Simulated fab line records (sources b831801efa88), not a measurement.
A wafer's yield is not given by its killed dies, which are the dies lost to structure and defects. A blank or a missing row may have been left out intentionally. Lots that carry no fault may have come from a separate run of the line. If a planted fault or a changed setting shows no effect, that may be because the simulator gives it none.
Code-filled problem report in 8D (eight disciplines) form / flow sky130 / the parts of the form that need people (team, actions taken, sign-off) are left out

## 1. PROBLEM STATEMENT
VT_ADJUST_HVTP_TW at SKY_VT_ADJUST_HVTP_TW_MEAS_11 reads a mean of 30 on 3 wafers of 1 lot; wafers without a fault read 1353 with a standard deviation of 6.5. That is -99 or more standard deviations from the usual mean.
Earliest sighting: wafer L907.1 on filmMetro-02 at day 8 11:03. The record has a number at this step for 39 wafers belonging to 13 lots. Rule for "out", or "out of limits": more than 4 standard deviations from the usual mean. All remaining wafers that have a number are taken as sound.

## 2. WHAT IT IS, WHAT IT ISN'T
question=which readings at this step | is=VT_ADJUST_HVTP_TW | is not=-
question=which lots | is=L907 | is not=L901, L902, L903, L904, L905, L906, L909, L912, L918, L919, L920, L921
question=which wafers of those lots | is=all that have a number | is not=-
question=read on which gauges | is=filmMetro-02 | is not=filmMetro-01, filmMetro-03
question=when | is=from day 8 11:03 | is not=up to then (18 sound wafers); but 18 sound wafers of L909, L912, L918, L919, L920, L921 came after

## 3. THE SUSPECTS, EACH WITH WHAT RULES IT OUT
Counting: a tool at any process step up to the reading remains a suspect when it ran all the lots that are out and ran no sound lot after the first of those.
- the gauge at SKY_VT_ADJUST_HVTP_TW_MEAS_11 is ruled out. All the wafers that are out were read on filmMetro-02, but those of them that SKY_NWELL_STRIP_25 has rows for are out there too, on other tools.
- plasmaAsher-01 at SKY_NWELL_STRIP_25 (strips in O2/N2): ruled out as a lasting fault. Sound lots L919, L918 ran on it after its first lot that is out, L907 (day 7 14:34).
- plasmaAsher-02 at SKY_VT_ADJUST_HVTP_STRIP_10 (strips in O2/N2): ruled out as a lasting fault. Sound lots L918 ran on it after its first lot that is out, L907 (day 8 10:57).
Left after counting: nothing in the record.

## 4. THE CAUSE (what the simulator had put in)
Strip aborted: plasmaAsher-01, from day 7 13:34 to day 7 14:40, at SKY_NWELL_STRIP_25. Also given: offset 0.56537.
Counting ruled it out, wrongly: the rule takes a fault to strike every lot that its tool runs from its start on, and this one did not.

## 5. THE EFFECT CHAIN, in route order
Rows list readings where the struck wafers' mean (over those with a number) sits beyond 3 standard deviations from the usual. Scope: only readings with a usual standard deviation given in the record; hours: median across lots of the time from each lot's start at the first step in this table that gives one to its start at this step; sigmas: change in usual standard deviations.
hours=0; step=SKY_NWELL_STRIP_25; reading=oesProductAu; usual=0.722 a.u.; on struck wafers=0.952; change=+0.230; sigmas=+47
hours=20; step=SKY_VT_ADJUST_HVTP_STRIP_10; reading=stripTimeToEndpointS; usual=14.19 s; on struck wafers=27.19; change=+13.00; sigmas=+99 or more
hours=20; step=SKY_VT_ADJUST_HVTP_TW_MEAS_11; reading=VT_ADJUST_HVTP_TW; usual=1353; on struck wafers=30; change=-1323; sigmas=-99 or more
Its process steps:
- SKY_NWELL_STRIP_25: strips in O2/N2.
- SKY_VT_ADJUST_HVTP_STRIP_10: strips in O2/N2.
Readings that are blank on the struck wafers while sound wafers have them: stripTimeToEndpointS at SKY_NWELL_STRIP_25.
Later steps that measure or inspect, where all struck wafers having a row at the step show a number for every such reading and not one has moved that far: SKY_LDD_HVN_OVL_MEAS_07, SKY_LI_CONTACT_OVL_MEAS_13.

## 6. HOW IT WOULD HAVE BEEN CAUGHT EARLIER
In this record the first reading out of limits at a measuring or inspecting step was taken at day 8 11:03, 21 hours after the fault began at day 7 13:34.
Tool's own readings at SKY_NWELL_STRIP_25, oesProductAu: out on all struck wafers the step has rows for; an alarm limit on them would have tripped on the first.
